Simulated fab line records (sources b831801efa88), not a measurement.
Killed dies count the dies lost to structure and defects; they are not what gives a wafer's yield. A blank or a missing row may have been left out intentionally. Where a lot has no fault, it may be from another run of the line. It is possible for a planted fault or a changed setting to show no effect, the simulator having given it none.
Chamber matching    flow sky130    4 sister chambers for SKY_VIA1_CMP_24 on cmp-02
The step polishes, stops on SiO2, t overpolish 15 s, target thk 0 nm. 14 wafers are shown with their chamber, then 7 later ones without.

WAFERS PAIRED WITH THEIR CHAMBERS
wafer   chamber  motor_current_A (A)  time_to_endpoint_s (s)  overpolish_run_s (s)
L461.1  1        10.9                 66                      15.006
L461.2  3        9.4                  60                      14.995
L461.5  3        9.8                  63                      15.011
L463.1  1        10.3                 69                      15.008
L463.3  2        11.9                 62                      15.006
L463.4  3        9.1                  61                      15.001
L475.4  1        11.3                 69                      14.994
L475.5  1        10.3                 67                      15.012
L475.6  0        11.2                 70                      14.995
L476.1  2        12.1                 66                      14.995
L476.3  1        10.7                 71                      14.984
L476.6  1        10.2                 71                      15.003
L484.2  0        11.1                 69                      14.989
L484.3  1        10.3                 63                      15.009

SIGNATURES (means of the wafers above)
reading             chamber 0  chamber 1  chamber 2  chamber 3  scatter within a chamber
motor_current_A     11.150     10.571     12.000     9.433      0.359
time_to_endpoint_s  69.50      68.00      64.00      61.33      2.51
overpolish_run_s    14.99200   15.00229   15.00050   15.00233   0.00894
Rule: for a wafer and a chamber, the distance is found by dividing, reading by reading, the gap between the wafer's reading and the chamber's mean by the reading's scatter, squaring, summing and taking the root. If the next closest chamber is less than 2 further off than the closest, the wafer can't be placed; otherwise it belongs to the closest. The scatter: take each reading less its chamber's mean, square it, sum over the shown wafers, divide by the number of wafers less the number of chambers, and take the root.

WAFERS WITH NO CHAMBER GIVEN
wafer   motor_current_A (A)  time_to_endpoint_s (s)  overpolish_run_s (s)
L484.5  10.5                 68                      15.001
L483.1  11.6                 70                      15.017
L483.2  9.4                  58                      15.017
L483.6  10.8                 64                      15.006
L482.2  9.2                  56                      14.993
L482.4  11.4                 67                      15.003
L482.6  12.1                 63                      14.998

CHAMBER TAKEN BY EACH
wafer   from the rows above           in truth
L484.5  can't be placed: 1 or 0       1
L483.1  can't be placed: 0 or 2 or 1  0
L483.2  3                             3
L483.6  can't be placed: 1 or 0 or 2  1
L482.2  3                             3
L482.4  can't be placed: 0 or 2 or 1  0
L482.6  2                             2
3 of 7 placed correctly. Cannot be placed on the basis of these rows: 4; the candidates contain the true chamber in 4. Number placed wrongly: 0.
